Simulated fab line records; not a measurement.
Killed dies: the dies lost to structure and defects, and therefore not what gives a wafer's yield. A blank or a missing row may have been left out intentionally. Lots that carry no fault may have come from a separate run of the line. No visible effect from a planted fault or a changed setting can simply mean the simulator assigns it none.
The tool behind it: which one? || flow sky130 || 36 wafers from 12 lots sampled at 5 of the route's 708 steps

## WHAT EACH GAUGE READ, for each wafer
SKY_VIA3_CD_MEAS_12 targets a cd of 200 nm. Usual: cd_nm 200.0 nm, standard deviation 1.4.
{"lot": "L733", "measured": "day 40 19:45", "on": "cd_sem-01", "cd_nm (nm)": "199.2 200.7 198.3", "flag": ""}
{"lot": "L732", "measured": "day 40 20:17", "on": "cd_sem-02", "cd_nm (nm)": "201.4 198.9 201.1", "flag": ""}
{"lot": "L734", "measured": "day 41 05:47", "on": "cd_sem-01", "cd_nm (nm)": "200.9 200.1 200.0", "flag": ""}
{"lot": "L736", "measured": "day 41 16:08", "on": "cd_sem-02", "cd_nm (nm)": "200.7 200.6 202.0", "flag": ""}
{"lot": "L737", "measured": "day 41 22:12", "on": "cd_sem-01", "cd_nm (nm)": "201.8 202.8 200.8", "flag": ""}
{"lot": "L739", "measured": "day 42 22:02", "on": "cd_sem-02", "cd_nm (nm)": "197.7 196.7 196.6", "flag": ""}
{"lot": "L741", "measured": "day 42 23:20", "on": "cd_sem-01", "cd_nm (nm)": "200.4 200.1 200.0", "flag": ""}
{"lot": "L747", "measured": "day 44 16:25", "on": "cd_sem-02", "cd_nm (nm)": "201.5 202.2 202.1", "flag": ""}
{"lot": "L748", "measured": "day 45 08:04", "on": "cd_sem-02", "cd_nm (nm)": "197.1 197.1 198.1", "flag": ""}
{"lot": "L750", "measured": "day 45 13:23", "on": "cd_sem-01", "cd_nm (nm)": "198.1 198.6 199.8", "flag": ""}
{"lot": "L751", "measured": "day 46 04:53", "on": "cd_sem-02", "cd_nm (nm)": "201.4 200.9 200.5", "flag": ""}
{"lot": "L753", "measured": "day 46 17:35", "on": "cd_sem-02", "cd_nm (nm)": "200.6 200.5 200.1", "flag": ""}

SKY_VIA3_RS_MEAS_22: measurement is done with a four-point probe. Usual: VIA3_W_RS gives 0.2936 ohm/sq (standard deviation 0.0029).
{"lot": "L733", "measured": "day 40 20:47", "on": "film_metro-02", "VIA3_W_RS (ohm/sq)": "0.2944 0.2927 0.2921", "flag": ""}
{"lot": "L732", "measured": "day 40 21:20", "on": "film_metro-04", "VIA3_W_RS (ohm/sq)": "0.2887 0.2903 0.2867", "flag": ""}
{"lot": "L734", "measured": "day 41 06:49", "on": "film_metro-04", "VIA3_W_RS (ohm/sq)": "0.2932 0.2918 0.2961", "flag": ""}
{"lot": "L736", "measured": "day 41 17:11", "on": "film_metro-04", "VIA3_W_RS (ohm/sq)": "0.2939 0.2933 0.2943", "flag": ""}
{"lot": "L737", "measured": "day 41 23:14", "on": "film_metro-02", "VIA3_W_RS (ohm/sq)": "0.2934 0.2934 0.2915", "flag": ""}
{"lot": "L739", "measured": "day 42 23:04", "on": "film_metro-02", "VIA3_W_RS (ohm/sq)": "57.508 56.802 57.076 57.637 56.775 57.038", "flag": "OFF"}
{"lot": "L741", "measured": "day 43 00:25", "on": "film_metro-04", "VIA3_W_RS (ohm/sq)": "56.400 55.644 57.442 56.425 55.666 57.474", "flag": "OFF"}
{"lot": "L747", "measured": "day 44 17:32", "on": "film_metro-03", "VIA3_W_RS (ohm/sq)": "0.2904 0.2906 0.2889", "flag": ""}
{"lot": "L748", "measured": "day 45 09:08", "on": "film_metro-02", "VIA3_W_RS (ohm/sq)": "0.2988 0.2974 0.2919", "flag": ""}
{"lot": "L750", "measured": "day 45 14:25", "on": "film_metro-03", "VIA3_W_RS (ohm/sq)": "0.2996 0.2992 0.2961", "flag": ""}
{"lot": "L751", "measured": "day 46 06:04", "on": "film_metro-03", "VIA3_W_RS (ohm/sq)": "0.2940 0.2922 0.2973", "flag": ""}
{"lot": "L753", "measured": "day 46 19:03", "on": "film_metro-03", "VIA3_W_RS (ohm/sq)": "0.2913 0.2923 0.2925", "flag": ""}

## TOOL THAT RAN EACH LOT (tool first, then ch and the chambers of the sampled wafers, then the start)
{"lot": "L733", "SKY_CAPM_CVD_00": "pecvd-02 ch 0,2, day 37 12:45", "SKY_VIA3_ETCH_15": "rie_diel-04 ch 1,2, day 40 19:57", "SKY_VIA3_CVD_21": "cvd_w-01 ch 0,1, day 40 20:40"}
{"lot": "L732", "SKY_CAPM_CVD_00": "pecvd-04 ch 0,2, day 37 13:13", "SKY_VIA3_ETCH_15": "rie_diel-02 ch 1,2,3, day 40 20:29", "SKY_VIA3_CVD_21": "cvd_w-01 ch 0,1, day 40 21:12"}
{"lot": "L734", "SKY_CAPM_CVD_00": "pecvd-01 ch 0,1,2, day 37 23:37", "SKY_VIA3_ETCH_15": "rie_diel-01 ch 1,3, day 41 05:56", "SKY_VIA3_CVD_21": "cvd_w-02 ch 0,1, day 41 06:41"}
{"lot": "L736", "SKY_CAPM_CVD_00": "pecvd-01 ch 1,2, day 38 10:58", "SKY_VIA3_ETCH_15": "rie_diel-01 ch 0,2, day 41 16:20", "SKY_VIA3_CVD_21": "cvd_w-01 ch 0,1, day 41 17:03"}
{"lot": "L737", "SKY_CAPM_CVD_00": "pecvd-02 ch 0,1,2, day 38 16:43", "SKY_VIA3_ETCH_15": "rie_diel-01 ch 0,1,3, day 41 22:21", "SKY_VIA3_CVD_21": "cvd_w-02 ch 0,1, day 41 23:07"}
{"lot": "L739", "SKY_CAPM_CVD_00": "pecvd-01 ch 0,1,2, day 39 16:38", "SKY_VIA3_ETCH_15": "rie_diel-02 ch 1,3, day 42 22:14", "SKY_VIA3_CVD_21": "cvd_w-01 ch 0,1, day 42 22:57"}
{"lot": "L741", "SKY_CAPM_CVD_00": "pecvd-04 ch 0,1,2, day 39 18:23", "SKY_VIA3_ETCH_15": "rie_diel-04 ch 0,1, day 42 23:32", "SKY_VIA3_CVD_21": "cvd_w-01 ch 0,1, day 43 00:18"}
{"lot": "L747", "SKY_CAPM_CVD_00": "pecvd-01 ch 0,2, day 41 15:11", "SKY_VIA3_ETCH_15": "rie_diel-02 ch 0,1,2, day 44 16:36", "SKY_VIA3_CVD_21": "cvd_w-02 ch 0,1, day 44 17:25"}
{"lot": "L748", "SKY_CAPM_CVD_00": "pecvd-04 ch 0,2, day 42 07:37", "SKY_VIA3_ETCH_15": "rie_diel-04 ch 0,2,3, day 45 08:15", "SKY_VIA3_CVD_21": "cvd_w-01 ch 0,1, day 45 09:01"}
{"lot": "L750", "SKY_CAPM_CVD_00": "pecvd-04 ch 0,2, day 42 14:16", "SKY_VIA3_ETCH_15": "rie_diel-02 ch 0,1,3, day 45 13:35", "SKY_VIA3_CVD_21": "cvd_w-02 ch 0,1, day 45 14:18"}
{"lot": "L751", "SKY_CAPM_CVD_00": "pecvd-01 ch 0,2, day 43 07:46", "SKY_VIA3_ETCH_15": "rie_diel-01 ch 1,2, day 46 05:05", "SKY_VIA3_CVD_21": "cvd_w-01 ch 0, day 46 05:49"}
{"lot": "L753", "SKY_CAPM_CVD_00": "pecvd-04 ch 0,2, day 43 22:14", "SKY_VIA3_ETCH_15": "rie_diel-01 ch 0,3, day 46 17:47", "SKY_VIA3_CVD_21": "cvd_w-02 ch 0,1, day 46 18:56"}
- SKY_CAPM_CVD_00: deposits SiO2, target thk 15.5 nm.
- SKY_VIA3_ETCH_15: etches SiO2 in C4F8/O2/Ar, stops on TiN, target depth 507 nm, time 78 s.
- SKY_VIA3_CVD_21: deposits W, target thk 390 nm, time 117.31 s.

## AS READ BY THE TOOLS THEMSELVES (means over the sampled wafers that have a number; for cases with no such wafer, the mark the record gives instead)
SKY_CAPM_CVD_00. Usual: heater_power_outer_w 430 W, standard deviation 76; heater_power_w 721 W, standard deviation 110.
{"lot": "L733", "tool": "pecvd-02", "heater_power_outer_w (W)": 386, "heater_power_w (W)": 621, "flag": ""}
{"lot": "L732", "tool": "pecvd-04", "heater_power_outer_w (W)": 450, "heater_power_w (W)": 756, "flag": ""}
{"lot": "L734", "tool": "pecvd-01", "heater_power_outer_w (W)": 430, "heater_power_w (W)": 726, "flag": ""}
{"lot": "L736", "tool": "pecvd-01", "heater_power_outer_w (W)": 527, "heater_power_w (W)": 833, "flag": ""}
{"lot": "L737", "tool": "pecvd-02", "heater_power_outer_w (W)": 388, "heater_power_w (W)": 657, "flag": ""}
{"lot": "L739", "tool": "pecvd-01", "heater_power_outer_w (W)": 450, "heater_power_w (W)": 759, "flag": ""}
{"lot": "L741", "tool": "pecvd-04", "heater_power_outer_w (W)": 469, "heater_power_w (W)": 778, "flag": ""}
{"lot": "L747", "tool": "pecvd-01", "heater_power_outer_w (W)": 435, "heater_power_w (W)": 725, "flag": ""}
{"lot": "L748", "tool": "pecvd-04", "heater_power_outer_w (W)": 420, "heater_power_w (W)": 729, "flag": ""}
{"lot": "L750", "tool": "pecvd-04", "heater_power_outer_w (W)": 427, "heater_power_w (W)": 738, "flag": ""}
{"lot": "L751", "tool": "pecvd-01", "heater_power_outer_w (W)": 422, "heater_power_w (W)": 709, "flag": ""}
{"lot": "L753", "tool": "pecvd-04", "heater_power_outer_w (W)": 548, "heater_power_w (W)": 871, "flag": ""}

SKY_VIA3_ETCH_15. Usual: oes_product_au 0.946 a.u., standard deviation 0.0048.
{"lot": "L733", "tool": "rie_diel-04", "oes_product_au (a.u.)": 0.946, "flag": ""}
{"lot": "L732", "tool": "rie_diel-02", "oes_product_au (a.u.)": 0.947, "flag": ""}
{"lot": "L734", "tool": "rie_diel-01", "oes_product_au (a.u.)": 0.947, "flag": ""}
{"lot": "L736", "tool": "rie_diel-01", "oes_product_au (a.u.)": 0.945, "flag": ""}
{"lot": "L737", "tool": "rie_diel-01", "oes_product_au (a.u.)": 0.945, "flag": ""}
{"lot": "L739", "tool": "rie_diel-02", "oes_product_au (a.u.)": 0.947, "flag": ""}
{"lot": "L741", "tool": "rie_diel-04", "oes_product_au (a.u.)": 0.947, "flag": ""}
{"lot": "L747", "tool": "rie_diel-02", "oes_product_au (a.u.)": 0.945, "flag": ""}
{"lot": "L748", "tool": "rie_diel-04", "oes_product_au (a.u.)": 0.942, "flag": ""}
{"lot": "L750", "tool": "rie_diel-02", "oes_product_au (a.u.)": 0.949, "flag": ""}
{"lot": "L751", "tool": "rie_diel-01", "oes_product_au (a.u.)": 0.948, "flag": ""}
{"lot": "L753", "tool": "rie_diel-01", "oes_product_au (a.u.)": 0.943, "flag": ""}

SKY_VIA3_CVD_21. Usual: chamber_pressure_Torr 39.99 Torr, standard deviation 0.088; heater_power_outer_w 476 W, standard deviation 35; heater_power_w 766 W, standard deviation 44.
{"lot": "L733", "tool": "cvd_w-01", "chamber_pressure_Torr (Torr)": 40.08, "heater_power_outer_w (W)": 443, "heater_power_w (W)": 740, "flag": ""}
{"lot": "L732", "tool": "cvd_w-01", "chamber_pressure_Torr (Torr)": 40.01, "heater_power_outer_w (W)": 436, "heater_power_w (W)": 713, "flag": ""}
{"lot": "L734", "tool": "cvd_w-02", "chamber_pressure_Torr (Torr)": 40.05, "heater_power_outer_w (W)": 509, "heater_power_w (W)": 795, "flag": ""}
{"lot": "L736", "tool": "cvd_w-01", "chamber_pressure_Torr (Torr)": 39.98, "heater_power_outer_w (W)": 452, "heater_power_w (W)": 729, "flag": ""}
{"lot": "L737", "tool": "cvd_w-02", "chamber_pressure_Torr (Torr)": 39.94, "heater_power_outer_w (W)": 503, "heater_power_w (W)": 796, "flag": ""}
{"lot": "L739", "tool": "cvd_w-01", "chamber_pressure_Torr (Torr)": "-", "heater_power_outer_w (W)": "-", "heater_power_w (W)": "-", "flag": "OFF"}
{"lot": "L741", "tool": "cvd_w-01", "chamber_pressure_Torr (Torr)": "-", "heater_power_outer_w (W)": "-", "heater_power_w (W)": "-", "flag": "OFF"}
{"lot": "L747", "tool": "cvd_w-02", "chamber_pressure_Torr (Torr)": 40.06, "heater_power_outer_w (W)": 503, "heater_power_w (W)": 809, "flag": ""}
{"lot": "L748", "tool": "cvd_w-01", "chamber_pressure_Torr (Torr)": 40.01, "heater_power_outer_w (W)": 438, "heater_power_w (W)": 716, "flag": ""}
{"lot": "L750", "tool": "cvd_w-02", "chamber_pressure_Torr (Torr)": 39.99, "heater_power_outer_w (W)": 503, "heater_power_w (W)": 804, "flag": ""}
{"lot": "L751", "tool": "cvd_w-01", "chamber_pressure_Torr (Torr)": 39.98, "heater_power_outer_w (W)": 420, "heater_power_w (W)": 696, "flag": ""}
{"lot": "L753", "tool": "cvd_w-02", "chamber_pressure_Torr (Torr)": 40.04, "heater_power_outer_w (W)": 506, "heater_power_w (W)": 806, "flag": ""}

## THE ANSWER, worked out from the rows above alone
Rule: a lot is off if the mean of its wafers that have a number lies more than 3 standard deviations from the usual mean. Also off: a lot with no number at a reading for which 4 or more lots have one. The other lots that the step has rows for count as sound. After the gauges, taken in route order, come the tools' own readings; for these a lot's mean is taken, as printed above. The first step at which some lot is off is used, and at that step the reading that is off furthest; a lot without a number counts as furthest.
Off: L739, L741, seen at SKY_VIA3_RS_MEAS_22 (VIA3_W_RS).
If a tool, at a process step before that reading, ran all the lots that are off and no sound lot after the first of them, it fits. The gauges at SKY_VIA3_RS_MEAS_22 aren't tried: what is off there is off at SKY_VIA3_CVD_21 too, on other tools, and a gauge's error can't cause that. No candidate that was tried fits.

## WHAT THE SIMULATOR HAD INSERTED
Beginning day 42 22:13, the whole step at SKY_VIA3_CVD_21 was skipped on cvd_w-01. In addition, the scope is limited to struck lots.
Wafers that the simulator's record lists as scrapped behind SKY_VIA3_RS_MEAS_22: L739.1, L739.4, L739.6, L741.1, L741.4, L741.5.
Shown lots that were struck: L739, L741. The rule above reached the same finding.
